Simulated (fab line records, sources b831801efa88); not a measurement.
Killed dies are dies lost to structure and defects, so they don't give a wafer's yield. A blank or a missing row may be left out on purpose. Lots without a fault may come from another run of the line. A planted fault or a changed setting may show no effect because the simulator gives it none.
fab line records | flow sky130
record lots=6 wafers=18 last_day=49
route steps=708 shown GATE_OXIDE@187 PAD_OPEN@708
lots that met no fault: from a run of the same line without faults
start_h: hours from the record's first day to the start of the lot's first wafer shown | wait_h: hours since the lot's step before | " the same as in the row above | L1.1+2: a row that stands for several wafers | - no value, or no start given | * or withheld: withheld | < > ~ a bound
route shown NAME@n: a module of which the file shows steps, and the number in the route of the first | usual: mean/standard deviation of fault-free wafers | same: alike in all rows | chamber/n: place in a boat | sites: the reading at each site | _std_site: their standard deviation | _edge_site: outer sites' mean less inner sites' | radius_mm: how far each site lies from the wafer's centre | mask NAME#n: copy n | behind: the tool/chamber that last shaped the wafer | hold: why the lot was held/for how many hours/how that ended | device: the transistor (n, p or np) that didn't switch | end of line: the same wafers' tests at the end of the route | a step without rows: its recipe alone | killed: dies lost to structure and defects at the first sort, not the wafer's yield | map: a wafer's dies, x killed, . not, _ none there
set.NAME: the setting as run; set.NAME@STEP: as run at that earlier step | model.NAME: the simulator's own value behind a step, which no gauge read
lots at some steps of the route; a table a step, a row a wafer
services: from which hour (start_h, from the record's first day; less than 0 if before it) a tool's chamber was out of use, for how many hours, and why
## steps
# step SKY_GATE_OXIDE_CLEAN_00
# recipe chemistry=SC1/SC2 mix=1:4:20 temp_c=70 time_s=150 dry=n2_spin
# step SKY_GATE_OXIDE_OXIDATION_01
# recipe temp_c=900 ambient=O2 stabilise_s=600 purge_s=300 target_thk_a=102.68 ox_time_s=1473
# step SKY_GATE_OXIDE_THK_MEAS_02
# recipe reads=SiO2_of_GATE_OXIDE_OXIDATION_01
# usual GATE_OXIDE_OXIDATION_00_THK=10.28/0.18
# columns lot.wafer tool chamber start_h wait_h GATE_OXIDE_OXIDATION_00_THK[nm]
L970.1 film_metro-04 - 283.18 0.0 10.41
L970.2 " - " " 10.37
L970.6 " - " " 10.37
L976.3 film_metro-02 - 325.99 0.0 10.18
L976.4 " - " " 10.19
L976.5 " - " " 10.23
L985.2 film_metro-02 - 423.33 0.0 10.53
L985.3 " - " " 10.31
L985.6 " - " " 10.63
L981.3 film_metro-04 - 426.37 0.0 10.31
L981.4 " - " " 10.26
L981.6 " - " " 10.26
L983.2 film_metro-02 - 434.21 0.0 10.26
L983.4 " - " " 10.26
L983.5 " - " " 10.49
L986.2 film_metro-04 - 434.21 0.0 10.58
L986.4 " - " " 10.37
L986.6 " - " " 10.54
# step SKY_GATE_OXIDE_DEHYDRATE_03
# recipe temp_c=200 time_s=60
# step SKY_GATE_OXIDE_HMDS_04
# recipe prime_time_s=60 prime_temp_c=120
# step SKY_GATE_OXIDE_COAT_05
# recipe resist=NOVOLAK spin_rpm=3000 resist_thk_nm=1140
# step SKY_GATE_OXIDE_SOFTBAKE_06
# recipe temp_c=90 time_s=60 resist=NOVOLAK
# step SKY_GATE_OXIDE_EXPOSE_07
# recipe mask_id=LVOM na=0.6 source_shape=conventional sigma_outer=0.6 polarization=unpolarized target_cd_nm=600 dose_mj=170
# step SKY_GATE_OXIDE_PEB_08
# recipe temp_c=withheld time_s=* resist=NOVOLAK
# step SKY_GATE_OXIDE_DEVELOP_09
# recipe resist=NOVOLAK developer=TMAH develop_time_s=60 dev_temp_c=23
# step SKY_GATE_OXIDE_OVL_MEAS_10
# usual GATE_OXIDE_OVL=0.3/1.3
# columns lot.wafer tool chamber start_h wait_h GATE_OXIDE_OVL[nm]
L970.1 overlay-01 - 307.89 0.1 -1.3
L970.2 " - " " 0.1
L970.6 " - " " -0.2
L976.3 overlay-02 - 352.97 0.1 -0.1
L976.4 " - " " -0.5
L976.5 " - " " 1.3
L985.2 overlay-01 - 454.16 0.1 1.7
L985.3 " - " " 2.1
L985.6 " - " " 1.9
L981.3 overlay-01 - 457.72 0.1 0.7
L981.4 " - " " -2.4
L981.6 " - " " -1.0
L983.2 overlay-02 - 464.74 0.1 1.7
L983.4 " - " " 1.8
L983.5 " - " " 0.3
L986.2 overlay-01 - 464.94 0.1 1.6
L986.4 " - " " 2.3
L986.6 " - " " -0.1
# step SKY_GATE_OXIDE_IMPLANT_11
# recipe species=B energy_kev=10 dose_cm2=2.6e+12 tilt_deg=withheld
# step SKY_GATE_OXIDE_WET_ETCH_12
# recipe chemistry=dHF target_depth_nm=16.8 dry=n2_spin target=SiO2 dilution=100:1 temp_c=25 time_s=336
# usual run_length_s=364/3
# columns lot.wafer tool chamber start_h wait_h run_length_s model.SiO2_of_FIELD_ISO_CVD_24.thk_nm
L970.1 wet_bench-01 0 308.08 0.1 363 362.4
L970.2 " 0 " " 363 364
L970.6 " 0 " " 363 360.9
L976.3 wet_bench-04 1 353.14 0.1 361 365.1
L976.4 " 1 " " 361 365.5
L976.5 " 1 " " 361 366.2
L985.2 wet_bench-01 1 454.34 0.1 369 366.2
L985.3 " 1 " " 369 364.2
L985.6 " 1 " " 369 367.2
L981.3 wet_bench-04 2 457.89 0.1 186 375.8
L981.4 " 2 " " 186 375.7
L981.6 " 2 " " 186 374.3
L983.2 wet_bench-01 1 464.92 0.1 362 364.3
L983.4 " 1 " " 362 366
L983.5 " 1 " " 362 363.2
L986.2 wet_bench-04 3 465.12 0.1 186 375.1
L986.4 " 3 " " 186 372.6
L986.6 " 3 " " 186 375.7
# step SKY_GATE_OXIDE_STRIP_13
# recipe chemistry=O2/N2 power_w=1400 pressure_mtorr=1500 platen_temp_c=withheld o2_flow_sccm=3000 n2_flow_sccm=300 overash_fraction=0.5
# usual chamber_pressure_mTorr=1500.2/1.3 drypump_motor_current_A=6.0/0.41 oes_product_au=0.716/0.0038 strip_time_to_endpoint_s=14.21/0.043
# columns lot.wafer tool chamber start_h wait_h chamber_pressure_mTorr drypump_motor_current_A oes_product_au rf_hours_counter_h strip_time_to_endpoint_s
L970.1 plasma_asher-02 0 308.18 0.0 1500.1 5.8 0.717 47 14.25
L970.2 " 1 " " 1501.3 6.2 0.718 47 14.25
L970.6 " 0 " " 1499.9 5.9 0.718 - 14.24
L976.3 plasma_asher-03 1 353.28 0.0 1502.3 6.4 0.715 - 14.17
L976.4 " 0 " " 1501.1 5.7 0.714 - 14.16
L976.5 " 0 " " 1502.3 5.6 0.719 - 14.15
L985.2 plasma_asher-02 1 454.45 0.0 1500.1 6.2 0.716 62 14.20
L985.3 " 1 " " 1500.9 6.2 0.714 - 14.17
L985.6 " 0 " " 1500.6 5.8 0.709 - 14.19
L981.3 plasma_asher-04 0 458.13 0.1 1498.4 5.2 0.712 - 14.27
L981.4 " 1 " " 1502.3 6.8 0.711 - 14.28
L981.6 " 1 " " 1501.2 6.7 0.719 - 14.25
L983.2 plasma_asher-04 0 465.02 0.0 1499.2 5.2 0.716 73 14.19
L983.4 " 1 " " 1500.5 6.8 0.720 - 14.22
L983.5 " 1 " " 1500.8 6.7 0.719 - 14.13
L986.2 plasma_asher-03 1 465.24 0.1 1497.9 6.3 0.712 4 14.22
L986.4 " 1 " " 1500.2 6.3 0.711 - 14.16
L986.6 " 0 " " 1498.7 5.6 0.709 - 14.20
# step SKY_GATE_OXIDE_TW_MEAS_14
# usual GATE_OXIDE_TW=227.1/2.9
# columns lot.wafer tool chamber start_h wait_h GATE_OXIDE_TW
L970.1 film_metro-04 - 308.28 0.1 231.9
L970.2 " - " " 230.6
L970.6 " - " " 229.1
L976.3 film_metro-02 - 353.36 0.1 222.5
L976.4 " - " " 223.3
L976.5 " - " " 222.3
L985.2 film_metro-04 - 454.56 0.1 229.2
L985.3 " - " " 230.1
L985.6 " - " " 231.0
L981.3 film_metro-01 - 458.21 0.1 228.6
L981.4 " - " " 229.7
L981.6 " - " " 227.6
L983.2 film_metro-02 - 465.13 0.1 225.1
L983.4 " - " " 225.8
L983.5 " - " " 225.2
L986.2 film_metro-02 - 465.35 0.1 224.6
L986.4 " - " " 226.2
L986.6 " - " " 225.9
# step SKY_GATE_OXIDE_CLEAN_15
# recipe chemistry=SC1/SC2 mix=1:4:20 temp_c=70 time_s=150 dry=n2_spin
# columns lot.wafer tool chamber start_h wait_h model.SiO2_of_FIELD_ISO_CVD_24.thk_nm
L970.1 wet_bench-04 3 308.34 0.1 361.7
L970.2 " 3 " " 363.3
L970.6 " 3 " " 360.2
L976.3 wet_bench-03 2 353.40 0.0 364.4
L976.4 " 2 " " 364.8
L976.5 " 2 " " 365.6
L985.2 wet_bench-03 1 454.61 0.0 365.5
L985.3 " 1 " " 363.5
L985.6 " 1 " " 366.5
L981.3 wet_bench-03 0 458.25 0.0 375.1
L981.4 " 0 " " 375
L981.6 " 0 " " 373.7
L983.2 wet_bench-01 2 465.18 0.0 363.7
L983.4 " 2 " " 365.3
L983.5 " 2 " " 362.5
L986.2 wet_bench-03 0 465.40 0.0 374.4
L986.4 " 0 " " 371.9
L986.6 " 0 " " 375
# step SKY_GATE_OXIDE_OXIDATION_16
# recipe temp_c=800 ambient=O2 idle_temp_c=700 ramp_up_c_per_min=10 ramp_down_c_per_min=3 stabilise_s=600 purge_s=300 target_thk_a=35.7 ox_time_s=1915
# step SKY_PAD_OPEN_PROBE_99
# usual killed_at_M0_to_M3=43/7.3 killed_at_M4_up=3.4/1.7 killed_at_contacts=24/4.5 killed_at_front_end=16/4.4 killed_at_other=0.2/0.51 killed_dies=86/9.7 killed_on_rim=17/3.7 killed_open=46/6.6 killed_short=39/7.1
# same gross_dies=492 killed_at_back_side=0
# columns lot.wafer tool chamber start_h wait_h hold killed_at_M0_to_M3 killed_at_M4_up killed_at_contacts killed_at_front_end killed_at_other killed_dies killed_on_rim killed_open killed_short
L970.1 prober-02 - 1077.55 0.1 - 48 4 19 10 0 81 20 45 36
L970.2 prober-02 - 1077.60 0.1 - 35 3 23 10 2 73 16 41 31
L970.6 prober-02 - 1077.80 0.2 - 49 2 27 16 0 94 15 55 39
L976.3 prober-01 - 1106.83 0.2 - 32 3 25 8 0 68 16 33 35
L976.4 prober-01 - 1106.88 0.2 - 51 3 26 10 1 91 14 51 40
L976.5 prober-01 - 1106.93 0.2 - 37 3 30 14 0 84 14 44 40
L985.2 prober-01 - 1171.14 0.1 - 41 2 19 20 0 82 11 51 31
L985.3 prober-01 - 1171.19 0.2 - 52 5 18 20 0 95 17 42 53
L985.6 prober-01 - 1171.34 0.2 - 45 2 20 6 1 74 18 37 37
L981.3 prober-01 - 1175.53 0.2 await_dispo/4.6h/scrap 42 6 25 419 0 492 96 47 36
L981.4 prober-01 - 1175.58 0.2 await_dispo/4.6h/scrap 34 2 21 434 1 492 96 35 33
L981.6 prober-01 - 1175.68 0.2 await_dispo/4.6h/scrap 38 2 21 431 0 492 96 43 38
L983.2 prober-01 - 1179.01 0.1 - 45 3 23 21 0 92 16 51 38
L983.4 prober-01 - 1179.11 0.2 - 49 3 27 17 0 96 16 55 40
L983.5 prober-01 - 1179.16 0.2 - 49 4 30 18 0 101 13 63 38
L986.2 prober-01 - 1183.08 0.1 await_dispo/3.5h/scrap 32 4 27 428 1 492 96 46 36
L986.4 prober-01 - 1183.18 0.2 await_dispo/3.5h/scrap 44 3 20 425 0 492 96 41 39
L986.6 prober-01 - 1183.28 0.2 await_dispo/3.5h/scrap 29 4 23 436 0 492 96 49 22
# killed by level:class
L970.1 VIA2:geometric_particle:open=10 METAL1:geometric_particle:short=8 CONTACT:geometric_particle:open=7 LOCAL_INTERCONNECT:geometric_particle:short=6 VIA1:geometric_particle:short=6 VIA3:geometric_particle:open=6 VIA1:geometric_particle:open=4 METAL1:geometric_particle:open=3
L970.2 VIA1:geometric_particle:open=10 CONTACT:geometric_particle:open=7 CONTACT:geometric_particle:short=5 METAL2:geometric_particle:short=5 LI_CONTACT:geometric_particle:open=4 METAL1:geometric_particle:short=4 METAL2:geometric_particle:open=4 POLY_GATE:geometric_particle:open=3
L970.6 VIA1:geometric_particle:open=15 CONTACT:geometric_particle:open=8 VIA3:geometric_particle:open=8 METAL1:geometric_particle:short=7 LI_CONTACT:geometric_particle:open=6 LOCAL_INTERCONNECT:geometric_particle:short=5 FIELD_ISO:geometric_particle:open=4 CONTACT:geometric_particle:short=4
L976.3 VIA1:geometric_particle:open=8 CONTACT:geometric_particle:short=7 VIA2:geometric_particle:open=7 LI_CONTACT:geometric_particle:open=6 LOCAL_INTERCONNECT:geometric_particle:short=4 VIA3:geometric_particle:open=4 POLY_GATE:geometric_particle:short=3 METAL4:geometric_particle:short=3
L976.4 VIA1:geometric_particle:open=13 CONTACT:geometric_particle:open=12 VIA2:geometric_particle:open=9 LOCAL_INTERCONNECT:geometric_particle:short=7 VIA1:geometric_particle:short=6 METAL1:geometric_particle:short=5 LI_CONTACT:geometric_particle:open=5 VIA2:geometric_particle:short=5
L976.5 VIA1:geometric_particle:open=12 CONTACT:geometric_particle:open=10 CONTACT:geometric_particle:short=8 VIA2:geometric_particle:open=7 LI_CONTACT:geometric_particle:open=6 METAL2:geometric_particle:short=6 LOCAL_INTERCONNECT:geometric_particle:short=5 FIELD_ISO:geometric_particle:open=4
L985.2 VIA1:geometric_particle:open=9 CONTACT:geometric_particle:open=7 FIELD_ISO:geometric_particle:open=6 POLY_GATE:geometric_particle:open=6 LI_CONTACT:geometric_particle:open=5 METAL2:geometric_particle:short=5 VIA2:geometric_particle:open=5 VIA3:geometric_particle:open=5
L985.3 VIA1:geometric_particle:open=11 VIA3:geometric_particle:open=9 FIELD_ISO:geometric_particle:short=7 METAL3:geometric_particle:short=7 METAL2:geometric_particle:short=6 CONTACT:geometric_particle:short=6 LI_CONTACT:geometric_particle:open=5 METAL1:geometric_particle:short=5
L985.6 VIA1:geometric_particle:open=8 VIA3:geometric_particle:open=7 METAL2:geometric_particle:short=7 CONTACT:geometric_particle:open=7 METAL1:geometric_particle:short=7 CONTACT:geometric_particle:short=6 VIA2:geometric_particle:open=6 LI_CONTACT:geometric_particle:open=5
L981.3 GATE_OXIDE:area_etch=407 VIA1:geometric_particle:open=10 METAL1:geometric_particle:short=7 CONTACT:geometric_particle:open=7 LI_CONTACT:geometric_particle:open=6 LI_CONTACT:geometric_particle:short=5 VIA3:geometric_particle:short=5 VIA2:geometric_particle:open=5
L981.4 GATE_OXIDE:area_etch=422 VIA2:geometric_particle:open=7 LI_CONTACT:geometric_particle:open=6 CONTACT:geometric_particle:short=6 CONTACT:geometric_particle:open=5 METAL1:geometric_particle:open=5 LI_CONTACT:geometric_particle:short=4 METAL1:geometric_particle:short=4
L981.6 GATE_OXIDE:area_etch=411 FIELD_ISO:geometric_particle:open=7 METAL1:geometric_particle:short=7 VIA1:geometric_particle:open=7 METAL2:geometric_particle:short=6 CONTACT:geometric_particle:open=5 VIA2:geometric_particle:short=5 POLY_GATE:geometric_particle:short=4
L983.2 VIA1:geometric_particle:open=13 CONTACT:geometric_particle:open=11 METAL2:geometric_particle:short=8 VIA1:geometric_particle:short=7 FIELD_ISO:geometric_particle:open=6 VIA2:geometric_particle:open=5 LOCAL_INTERCONNECT:geometric_particle:short=4 VIA3:geometric_particle:open=4
L983.4 VIA1:geometric_particle:open=11 CONTACT:geometric_particle:open=9 FIELD_ISO:geometric_particle:open=7 METAL2:geometric_particle:short=6 LI_CONTACT:geometric_particle:open=6 VIA2:geometric_particle:short=6 VIA2:geometric_particle:open=6 VIA3:geometric_particle:open=6
L983.5 VIA1:geometric_particle:open=17 CONTACT:geometric_particle:open=11 CONTACT:geometric_particle:short=8 VIA1:geometric_particle:short=7 FIELD_ISO:geometric_particle:open=6 POLY_GATE:geometric_particle:open=6 LI_CONTACT:geometric_particle:open=6 VIA3:geometric_particle:short=6
L986.2 GATE_OXIDE:area_etch=410 CONTACT:geometric_particle:open=10 VIA1:geometric_particle:open=8 VIA2:geometric_particle:open=7 LI_CONTACT:geometric_particle:open=6 CONTACT:geometric_particle:short=6 POLY_GATE:geometric_particle:short=5 LOCAL_INTERCONNECT:geometric_particle:short=4
L986.4 GATE_OXIDE:area_etch=412 VIA1:geometric_particle:open=9 VIA2:geometric_particle:open=8 METAL2:geometric_particle:short=6 CONTACT:geometric_particle:short=5 CONTACT:geometric_particle:open=5 VIA1:geometric_particle:short=5 VIA3:geometric_particle:open=4
L986.6 GATE_OXIDE:area_etch=421 CONTACT:geometric_particle:open=11 VIA1:geometric_particle:open=9 LI_CONTACT:geometric_particle:open=7 VIA3:geometric_particle:open=5 FIELD_ISO:geometric_particle:short=4 FIELD_ISO:geometric_particle:open=4 METAL2:geometric_particle:short=4
# map L981.3 (x killed, . not)
__________xxxxxxxxxx_________
________xxxxxxxxxxxxxx_______
______xxxxxxxxxxxxxxxxxx_____
_____xxxxxxxxxxxxxxxxxxxx____
____xxxxxxxxxxxxxxxxxxxxxx___
___xxxxxxxxxxxxxxxxxxxxxxxx__
__xxxxxxxxxxxxxxxxxxxxxxxxxx_
_xxxxxxxxxxxxxxxxxxxxxxxxxxxx
_xxxxxxxxxxxxxxxxxxxxxxxxxxxx
_xxxxxxxxxxxxxxxxxxxxxxxxxxxx
_xxxxxxxxxxxxxxxxxxxxxxxxxxxx
_xxxxxxxxxxxxxxxxxxxxxxxxxxxx
_xxxxxxxxxxxxxxxxxxxxxxxxxxxx
_xxxxxxxxxxxxxxxxxxxxxxxxxxxx
_xxxxxxxxxxxxxxxxxxxxxxxxxxxx
__xxxxxxxxxxxxxxxxxxxxxxxxxx_
___xxxxxxxxxxxxxxxxxxxxxxxx__
____xxxxxxxxxxxxxxxxxxxxxx___
_____xxxxxxxxxxxxxxxxxxxx____
______xxxxxxxxxxxxxxxxxx_____
________xxxxxxxxxxxxxx_______
__________xxxxxxxxxx_________
# map L986.2 (x killed, . not)
__________xxxxxxxxxx_________
________xxxxxxxxxxxxxx_______
______xxxxxxxxxxxxxxxxxx_____
_____xxxxxxxxxxxxxxxxxxxx____
____xxxxxxxxxxxxxxxxxxxxxx___
___xxxxxxxxxxxxxxxxxxxxxxxx__
__xxxxxxxxxxxxxxxxxxxxxxxxxx_
_xxxxxxxxxxxxxxxxxxxxxxxxxxxx
_xxxxxxxxxxxxxxxxxxxxxxxxxxxx
_xxxxxxxxxxxxxxxxxxxxxxxxxxxx
_xxxxxxxxxxxxxxxxxxxxxxxxxxxx
_xxxxxxxxxxxxxxxxxxxxxxxxxxxx
_xxxxxxxxxxxxxxxxxxxxxxxxxxxx
_xxxxxxxxxxxxxxxxxxxxxxxxxxxx
_xxxxxxxxxxxxxxxxxxxxxxxxxxxx
__xxxxxxxxxxxxxxxxxxxxxxxxxx_
___xxxxxxxxxxxxxxxxxxxxxxxx__
____xxxxxxxxxxxxxxxxxxxxxx___
_____xxxxxxxxxxxxxxxxxxxx____
______xxxxxxxxxxxxxxxxxx_____
________xxxxxxxxxxxxxx_______
__________xxxxxxxxxx_________
## services
# columns tool chamber start_h hours kind
plasma_asher-03 - 321.76 4.3 pm
plasma_asher-04 - 331.65 25.1 repair
plasma_asher-03 - 344.81 0.4 repair
plasma_asher-03 - 379.85 14.3 repair
plasma_asher-04 - 390.94 4.5 repair
plasma_asher-03 - 421.25 9.0 pm
plasma_asher-03 0 421.25 9.0 vent_cycle
plasma_asher-03 1 421.25 9.0 vent_cycle
plasma_asher-03 0 430.25 - clean
plasma_asher-03 1 430.25 - clean
plasma_asher-02 - 455.86 28.1 pm
wet_bench-01 - 460.91 3.2 repair
## key
first_sign step=SKY_GATE_OXIDE_WET_ETCH_12 reading=run_length_s direction=down sigmas=58 usual=* struck=*
effect step=SKY_PAD_OPEN_PROBE_99 reading=killed_at_front_end direction=up sigmas=94 usual=16 struck=429
model_effect step=SKY_GATE_OXIDE_WET_ETCH_12 value=SiO2_of_FIELD_ISO_CVD_24.thk_nm without=364.8 struck=374.9
model_effect step=SKY_GATE_OXIDE_CLEAN_15 value=SiO2_of_FIELD_ISO_CVD_24.thk_nm without=364.1 struck=374.2
more_kills_born_at SKY_GATE_OXIDE_WET_ETCH_12@wet_bench-04=2483
met_at SKY_GATE_OXIDE_WET_ETCH_12
struck_wafers L981.3,L981.4,L981.6,L986.2,L986.4,L986.6
later_rows_left_out L981.3,L981.4,L981.6,L986.2,L986.4,L986.6
tester_left_out L981,L986
onset_between 353.14 457.89
fault kind=process_parameter_drift tool=wet_bench-04 chamber=- onset_h=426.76 steps=SKY_GATE_OXIDE_WET_ETCH_12 channel=time_s offset=* shape=step end_h=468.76 acts_in=* stated=*
# tester_left_out: of these lots the tester's yield and bins aren't shown, on N5 and GAA mostly nor the transistor test; their killed dies are dies lost to structure and defects alone, not to doping, threshold or leakage, so they don't give the yield
# later_rows_left_out: the simulator's readings of these wafers behind a module that went badly wrong aren't trusted and aren't shown, but for the sort
